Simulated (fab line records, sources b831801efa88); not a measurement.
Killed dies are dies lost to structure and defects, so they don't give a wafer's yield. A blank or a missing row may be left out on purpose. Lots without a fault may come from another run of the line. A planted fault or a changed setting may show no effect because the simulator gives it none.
Chamber matching | flow gf180mcu | GF_STI_CVD_23 on hdpcvd-02: 3 sister chambers
The step deposits SiO2, target thk 650 nm, time 108.3 s. 14 wafers are shown with their chamber, then 7 later ones without.

WAFERS WITH THEIR CHAMBER
wafer  | chamber | run_length_s (s) | pressure_mtorr (mTorr) | sih4_flow_sccm (sccm)
L899.3 | 0       | 136.6            | 5.979                  | 60.06
L899.5 | 2       | 137.0            | 5.975                  | 60.38
L899.6 | 1       | 136.3            | 6.000                  | 60.23
L901.1 | 0       | 136.4            | 6.010                  | 60.13
L901.5 | 0       | 136.6            | 5.998                  | 59.88
L901.6 | 1       | 136.1            | 6.009                  | 60.01
L904.1 | 1       | 136.0            | 6.005                  | 59.99
L904.4 | 0       | 136.6            | 5.995                  | 59.99
L904.5 | 2       | 137.2            | 5.992                  | 59.95
L905.1 | 0       | 136.8            | 5.992                  | 59.82
L905.5 | 0       | 136.8            | 5.989                  | 59.93
L905.6 | 1       | 136.3            | 6.012                  | 60.31
L907.4 | 0       | 136.9            | 5.989                  | 59.81
L907.5 | 1       | 136.3            | 5.998                  | 60.11

SIGNATURES (means of the wafers above)
reading        | chamber 0 | chamber 1 | chamber 2 | scatter within a chamber
run_length_s   | 136.671   | 136.200   | 137.100   | 0.158
pressure_mtorr | 5.99314   | 6.00480   | 5.98350   | 0.00869
sih4_flow_sccm | 59.9457   | 60.1300   | 60.1650   | 0.153
Rule: a wafer's distance from a chamber is the root of the sum, over the readings, of the square of ((its reading less the chamber's mean) divided by the reading's scatter). The wafer belongs to the nearest chamber; if the next one is less than 2 further off, it can't be placed. The scatter: the root of (the sum of the squares of (reading less its chamber's mean) over the shown wafers, divided by (wafers less chambers)).

WAFERS WITHOUT THEIR CHAMBER
wafer  | run_length_s (s) | pressure_mtorr (mTorr) | sih4_flow_sccm (sccm)
L907.6 | 137.5            | 6.003                  | 59.91
L909.1 | 136.8            | 5.996                  | 60.05
L909.3 | 136.8            | 5.999                  | 59.80
L909.6 | 136.6            | 6.007                  | 59.76
L918.3 | 136.7            | 5.987                  | 59.88
L918.4 | 136.5            | 6.014                  | 59.96
L918.6 | 136.4            | 5.986                  | 60.07

WHICH CHAMBER EACH WENT THROUGH
wafer  | from the rows above     | in truth
L907.6 | can't be placed: 2 or 0 | 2
L909.1 | can't be placed: 0 or 2 | 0
L909.3 | 0                       | 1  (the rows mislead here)
L909.6 | can't be placed: 0 or 1 | 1
L918.3 | 0                       | 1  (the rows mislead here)
L918.4 | can't be placed: 1 or 0 | 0
L918.6 | can't be placed: 0 or 1 | 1
Placed correctly: 0 of 7. Can't be placed from these rows: 5 (the true chamber is among the candidates in 5). Placed wrongly: 2.
